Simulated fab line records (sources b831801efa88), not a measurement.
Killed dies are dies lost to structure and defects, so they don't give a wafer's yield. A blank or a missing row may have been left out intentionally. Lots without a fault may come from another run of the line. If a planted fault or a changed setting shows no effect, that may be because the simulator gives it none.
A single fault, viewed from 2 desks	flow gf180mcu	each desk has only its own numbers; what lay behind them comes last

## METROLOGY DESK
Means of the sampled wafers that have a number, per lot and without regard to the tool the lot ran on: this is what the gauges read. If a lot's mean is further than 4 standard deviations from the usual mean, the lot is out of limits and carries the mark OUT (the distance appears in the brackets).
Columns: A = V5_CVD_02_THK at GF_V5_THK_MEAS_03, usual 1439 nm
lot	first seen here	A
L881	day 26 06:47	1433
L882	day 27 01:50	1453
L884	day 27 04:50	1440
L886	day 28 00:23	1455
L885	day 28 00:51	1450
L893	day 30 00:59	1445
L894	day 30 11:33	1440
L895	day 30 19:27	1428
L896	day 30 22:52	1417
L898	day 31 12:53	1427
L899	day 31 15:02	1452
L901	day 32 12:03	1438
L904	day 32 21:45	1446
This desk's finding: nothing out of limits on any of the 13 lots.

## TOOL OWNER'S DESK, pvd_sputter-02
The tool's own readings at GF_TOP_METAL_SPUTTER_00 (material Ti, target thk 37.5 nm, time 150 s): means of the sampled wafers that have a number, for each lot that ran on this tool. If a lot's mean is further than 4 standard deviations from the usual mean, the lot is out of limits and carries the mark OUT (the distance appears in the brackets).
Columns: A = throttle_valve_pct at GF_TOP_METAL_SPUTTER_00, usual 30.0 %
lot	first seen here	A
L893	day 30 20:56	29.8
L895	day 31 14:41	29.7
This desk's finding: nothing out of limits on any of the 2 lots.

## BROUGHT TOGETHER
At the metrology desk, nothing out of limits was observed.
Nothing out of limits was seen by the tool owner's desk.

## WHAT HAD BEEN PUT IN BY THE SIMULATOR
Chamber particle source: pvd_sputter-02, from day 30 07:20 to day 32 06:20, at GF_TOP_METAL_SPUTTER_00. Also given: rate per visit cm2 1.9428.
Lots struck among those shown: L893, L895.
